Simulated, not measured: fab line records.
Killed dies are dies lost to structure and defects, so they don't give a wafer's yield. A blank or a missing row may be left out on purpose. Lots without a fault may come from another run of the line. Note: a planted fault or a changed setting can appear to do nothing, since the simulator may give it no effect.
Which tool did it? :: flow gf180mcu :: 13 lots with 39 wafers sampled at 5 steps, on a route of 602 steps

WHAT EACH GAUGE READ, for each wafer
GF_V1_THK_MEAS_01.
lot: L522
measured: day 17 04:24
on: film_metro-03
V1_CVD_00_THK (nm): 600 606 601

lot: L524
measured: day 17 17:15
on: film_metro-04
V1_CVD_00_THK (nm): 598 591 595

lot: L527
measured: day 19 02:01
on: film_metro-02
V1_CVD_00_THK (nm): 593 593 607

lot: L529
measured: day 19 16:35
on: film_metro-02
V1_CVD_00_THK (nm): 593 603 609

lot: L530
measured: day 20 00:13
on: film_metro-02
V1_CVD_00_THK (nm): 599 590 584

lot: L532
measured: day 20 22:29
on: film_metro-02
V1_CVD_00_THK (nm): 596 599 605

lot: L533
measured: day 21 05:00
on: film_metro-02
V1_CVD_00_THK (nm): 533 539 537 533 539 537

lot: L534
measured: day 21 10:44
on: film_metro-03
V1_CVD_00_THK (nm): 535 523 536 534 523 536

lot: L535
measured: day 22 01:00
on: film_metro-02
V1_CVD_00_THK (nm): 591 596 596

lot: L536
measured: day 22 06:52
on: film_metro-04
V1_CVD_00_THK (nm): 592 598 598

lot: L537
measured: day 22 17:01
on: film_metro-03
V1_CVD_00_THK (nm): 527 524 534 527 523 535

lot: L538
measured: day 23 00:13
on: film_metro-03
V1_CVD_00_THK (nm): 528 532 531 529 532 530

lot: L541
measured: day 23 22:42
on: film_metro-02
V1_CVD_00_THK (nm): 593 601 595

GF_V1_THK_MEAS_03.
lot: L522
measured: day 17 04:32
on: film_metro-02
V1_CVD_02_THK (nm): 852 845 862

lot: L524
measured: day 17 17:25
on: film_metro-03
V1_CVD_02_THK (nm): 842 845 870

lot: L527
measured: day 19 02:09
on: film_metro-02
V1_CVD_02_THK (nm): 838 837 860

lot: L529
measured: day 19 16:45
on: film_metro-03
V1_CVD_02_THK (nm): 838 836 847

lot: L530
measured: day 20 00:20
on: film_metro-03
V1_CVD_02_THK (nm): 849 826 863

lot: L532
measured: day 20 22:37
on: film_metro-03
V1_CVD_02_THK (nm): 862 851 868

lot: L533
measured: day 21 07:32
on: film_metro-02
V1_CVD_02_THK (nm): 830 841 871

lot: L534
measured: day 21 13:56
on: film_metro-03
V1_CVD_02_THK (nm): 852 849 861

lot: L535
measured: day 22 01:08
on: film_metro-04
V1_CVD_02_THK (nm): 857 873 860

lot: L536
measured: day 22 06:59
on: film_metro-02
V1_CVD_02_THK (nm): 838 822 867

lot: L537
measured: day 23 00:59
on: film_metro-02
V1_CVD_02_THK (nm): 828 834 828

lot: L538
measured: day 23 03:17
on: film_metro-03
V1_CVD_02_THK (nm): 851 859 854

lot: L541
measured: day 23 22:50
on: film_metro-04
V1_CVD_02_THK (nm): 843 835 850

GF_V1_BOW_MEAS_05.
lot: L522
measured: day 17 04:59
on: film_metro-03
V1_BOW (um): 78 83 71

lot: L524
measured: day 17 17:46
on: film_metro-03
V1_BOW (um): 82 90 84

lot: L527
measured: day 19 02:32
on: film_metro-02
V1_BOW (um): 81 88 87

lot: L529
measured: day 19 17:07
on: film_metro-04
V1_BOW (um): 73 82 75

lot: L530
measured: day 20 00:43
on: film_metro-04
V1_BOW (um): 93 77 84

lot: L532
measured: day 20 23:10
on: film_metro-04
V1_BOW (um): 80 81 89

lot: L533
measured: day 21 08:23
on: film_metro-03
V1_BOW (um): 78 82 73

lot: L534
measured: day 21 14:18
on: film_metro-03
V1_BOW (um): 89 93 95

lot: L535
measured: day 22 01:31
on: film_metro-02
V1_BOW (um): 71 92 81

lot: L536
measured: day 22 07:23
on: film_metro-03
V1_BOW (um): 82 86 83

lot: L537
measured: day 23 04:11
on: film_metro-03
V1_BOW (um): 84 76 81

lot: L538
measured: day 23 03:46
on: film_metro-04
V1_BOW (um): 71 78 88

lot: L541
measured: day 23 23:11
on: film_metro-04
V1_BOW (um): 68 85 72

WHAT TOOL EACH LOT RAN ON (gives the tool, then ch and the chambers of the sampled wafers, and finally the start)
lot: L522
GF_CONTACT_CMP_27: cmp-02 ch 0,1,3, day 16 04:31
GF_V1_CVD_00: hdpcvd-02 ch 0,1,2, day 17 04:20

lot: L524
GF_CONTACT_CMP_27: cmp-01 ch 0,2,3, day 16 16:53
GF_V1_CVD_00: hdpcvd-02 ch 0,1,2, day 17 17:11

lot: L527
GF_CONTACT_CMP_27: cmp-02 ch 0,3, day 18 00:55
GF_V1_CVD_00: hdpcvd-01 ch 0,1,2, day 19 01:56

lot: L529
GF_CONTACT_CMP_27: cmp-02 ch 0,2,3, day 18 15:28
GF_V1_CVD_00: hdpcvd-02 ch 0,2, day 19 16:31

lot: L530
GF_CONTACT_CMP_27: cmp-01 ch 0,2,3, day 18 21:23
GF_V1_CVD_00: hdpcvd-01 ch 0,1,2, day 20 00:07

lot: L532
GF_CONTACT_CMP_27: cmp-02 ch 0,1,2, day 19 21:10
GF_V1_CVD_00: hdpcvd-01 ch 0,1, day 20 22:24

lot: L533
GF_CONTACT_CMP_27: cmp-02 ch 0,1,2, day 20 03:41
GF_V1_CVD_00: hdpcvd-01 ch 1,2, day 21 04:55

lot: L534
GF_CONTACT_CMP_27: cmp-02 ch 0,1, day 20 09:44
GF_V1_CVD_00: hdpcvd-01 ch 1,2, day 21 10:40

lot: L535
GF_CONTACT_CMP_27: cmp-01 ch 0,1,2, day 20 23:24
GF_V1_CVD_00: hdpcvd-02 ch 1,2, day 22 00:55

lot: L536
GF_CONTACT_CMP_27: cmp-02 ch 0,1, day 21 05:29
GF_V1_CVD_00: hdpcvd-02 ch 0,1, day 22 06:47

lot: L537
GF_CONTACT_CMP_27: cmp-01 ch 0,1,3, day 21 15:46
GF_V1_CVD_00: hdpcvd-01 ch 0,1,2, day 22 16:57

lot: L538
GF_CONTACT_CMP_27: cmp-01 ch 0,2, day 21 23:33
GF_V1_CVD_00: hdpcvd-01 ch 0,2, day 23 00:08

lot: L541
GF_CONTACT_CMP_27: cmp-02 ch 0,1,2, day 22 21:57
GF_V1_CVD_00: hdpcvd-02 ch 0,1, day 23 22:37
- GF_CONTACT_CMP_27: polishes, stops on SiO2, t overpolish 15 s, target thk 0 nm.
- GF_V1_CVD_00: deposits SiO2, target thk 600 nm, time 100 s.

WHAT THE TOOLS THEMSELVES READ (means of the sampled wafers that have a number; where no wafer has one, the mark that the record gives instead)
GF_CONTACT_CMP_27.
lot: L522
tool: cmp-02
head_pressure_psi (psi): 3.505
motor_current_A (A): 11.0
overpolish_run_s (s): 15.001
time_to_endpoint_s (s): 73

lot: L524
tool: cmp-01
head_pressure_psi (psi): 3.499
motor_current_A (A): 11.3
overpolish_run_s (s): 15.003
time_to_endpoint_s (s): 73

lot: L527
tool: cmp-02
head_pressure_psi (psi): 3.492
motor_current_A (A): 11.8
overpolish_run_s (s): 15.001
time_to_endpoint_s (s): 66

lot: L529
tool: cmp-02
head_pressure_psi (psi): 3.498
motor_current_A (A): 11.0
overpolish_run_s (s): 15.001
time_to_endpoint_s (s): 71

lot: L530
tool: cmp-01
head_pressure_psi (psi): 3.495
motor_current_A (A): 11.6
overpolish_run_s (s): 15.004
time_to_endpoint_s (s): 70

lot: L532
tool: cmp-02
head_pressure_psi (psi): 3.499
motor_current_A (A): 10.6
overpolish_run_s (s): 14.997
time_to_endpoint_s (s): 71

lot: L533
tool: cmp-02
head_pressure_psi (psi): 3.502
motor_current_A (A): 10.5
overpolish_run_s (s): 15.003
time_to_endpoint_s (s): 71

lot: L534
tool: cmp-02
head_pressure_psi (psi): 3.501
motor_current_A (A): 11.4
overpolish_run_s (s): 15.005
time_to_endpoint_s (s): 68

lot: L535
tool: cmp-01
head_pressure_psi (psi): 3.498
motor_current_A (A): 10.8
overpolish_run_s (s): 14.999
time_to_endpoint_s (s): 69

lot: L536
tool: cmp-02
head_pressure_psi (psi): 3.500
motor_current_A (A): 10.7
overpolish_run_s (s): 15.000
time_to_endpoint_s (s): 73

lot: L537
tool: cmp-01
head_pressure_psi (psi): 3.499
motor_current_A (A): 11.6
overpolish_run_s (s): 14.999
time_to_endpoint_s (s): 74

lot: L538
tool: cmp-01
head_pressure_psi (psi): 3.494
motor_current_A (A): 10.8
overpolish_run_s (s): 14.999
time_to_endpoint_s (s): 70

lot: L541
tool: cmp-02
head_pressure_psi (psi): 3.504
motor_current_A (A): 10.5
overpolish_run_s (s): 15.007
time_to_endpoint_s (s): 68

THE ANSWER, worked out from the rows above alone
Rule: usual is defined by the lots themselves. The widest of any qualifying gaps counts: lots, ordered by their means at a reading, are off when they make up no more than a third of the lots, leave a main group of 4 or more, and stand apart from it by 3 or more times the standard deviation of that group's means. The tables above print the reading to a certain number of digits; a main group whose means all agree to those digits is not used. Also off: a lot with no number at a reading for which 4 or more lots have one. The other lots that the step has rows for count as sound. The gauges are gone through in route order, then the tools' own readings, and for those a lot's mean is taken as printed above. The first step at which some lot is off is used, and at that step the reading that is off furthest; a lot without a number counts as furthest.
Off: L533, L534, L537, L538, seen at GF_V1_THK_MEAS_01 (V1_CVD_00_THK). The main group: mean 597 nm, standard deviation 3.5.
If a tool, at a process step before that reading, ran all the lots that are off and no sound lot after the first of them, it fits. The gauges at GF_V1_THK_MEAS_01 are tried like those tools. One candidate fits, namely hdpcvd-01 at GF_V1_CVD_00. A fault onset in the window from L532 (day 20 22:24, its last sound lot) to L533 (day 21 04:55, its first lot off) fits.

WHAT THE SIMULATOR HAD PUT IN
Site profile drift: hdpcvd-01, from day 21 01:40 on, at GF_V1_CVD_00. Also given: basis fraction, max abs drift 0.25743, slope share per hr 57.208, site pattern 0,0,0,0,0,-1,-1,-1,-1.
Lots struck among those shown: L533, L534, L537, L538. The same result came from the rule above.
